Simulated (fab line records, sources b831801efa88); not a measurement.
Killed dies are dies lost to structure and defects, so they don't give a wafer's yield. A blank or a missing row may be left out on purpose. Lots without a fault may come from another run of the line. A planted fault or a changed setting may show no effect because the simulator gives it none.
A struck lot beside a sound one | flow sky130 | 15 steps out of a route of 708
Sound: wafers L794.2, L794.3, L794.6. Struck: wafers L788.3, L788.5, L788.6. The cause comes at the end.
At each step with rows: each side's tool, then ch and its chambers, then its first start. Under that, the readings that differ: sound wafers | struck wafers | difference of the means | sigmas: that difference in standard deviations of wafers without a fault.
alike: readings whose means differ by less than 2 such deviations, and words and numbers that are the same on both sides. not compared: withheld readings, readings that some wafer has no value for, bounds like >300 that may hide the same value, and numbers for which the record gives no deviation and whose values overlap.
The two part at a step that has a row with sigmas, a row that says differs or no value, or rows on one side only. Numbers that don't overlap but have no deviation are shown without sigmas and don't part them. A reading that every wafer of one side lacks parts them only if that side has two wafers or more.

SKY_LDD_P_OVL_MEAS_08:
  sound on overlay-02, day 24 23:55; struck on overlay-02, day 22 21:02
  alike: LDD_P_OVL
then, 1 step without rows for these wafers: SKY_LDD_P_IMPLANT_09.
SKY_LDD_P_STRIP_10: strips in O2/N2.
  sound on plasma_asher-03 ch 0,1, day 25 00:06; struck on plasma_asher-03 ch 0,1, day 22 21:15
  alike: drypump_motor_current_A, oes_product_au, strip_time_to_endpoint_s
  not compared: rf_hours_counter_h
SKY_LDD_P_TW_MEAS_11:
  sound on film_metro-01, day 25 00:13; struck on film_metro-01, day 22 21:20
  alike: LDD_P_TW
then, 7 steps without rows for these wafers: SKY_LDD_HVN_DEHYDRATE_00 (time 60 s); SKY_LDD_HVN_HMDS_01 (prime time 60 s); SKY_LDD_HVN_COAT_02 (resist thk 300 nm); SKY_LDD_HVN_SOFTBAKE_03 (time 60 s); SKY_LDD_HVN_EXPOSE_04 (exposes mask HVNTM, target cd 700 nm); SKY_LDD_HVN_PEB_05; SKY_LDD_HVN_DEVELOP_06 (develop time 60 s).
SKY_LDD_HVN_OVL_MEAS_07:
  sound on overlay-02, day 26 04:58; struck on overlay-01, day 24 02:58
  reading          | sound       | struck         | difference | sigmas
  LDD_HVN_OVL (nm) | 1.3 0.4 0.5 | -1.6 -3.2 -2.9 | -3.3       | -2
SKY_LDD_HVN_IMPLANT_08:
  sound on implanter-02 ch 0, day 26 05:01; struck on implanter-01, day 24 03:03
  no value came back on the struck wafers for beam_energy_keV, beam_on_s (s); on the sound wafers beam_energy_keV reads 60.012 59.989 59.983
SKY_LDD_HVN_STRIP_09: strips in O2/N2.
  sound on plasma_asher-01 ch 0,1, day 26 05:09; struck on plasma_asher-01 ch 0,1, day 24 03:11
  alike: drypump_motor_current_A, oes_product_au, strip_time_to_endpoint_s
  not compared: rf_hours_counter_h
SKY_LDD_HVN_TW_MEAS_10:
  sound on film_metro-04, day 26 05:16; struck on film_metro-04, day 24 03:16
  reading    | sound          | struck   | difference | sigmas
  LDD_HVN_TW | 1445 1446 1448 | 30 30 30 | -1416      | -89

WHERE THEY PART
First at SKY_LDD_HVN_OVL_MEAS_07; last, within this record, at SKY_LDD_HVN_TW_MEAS_10.

WHY: what the simulator had put in
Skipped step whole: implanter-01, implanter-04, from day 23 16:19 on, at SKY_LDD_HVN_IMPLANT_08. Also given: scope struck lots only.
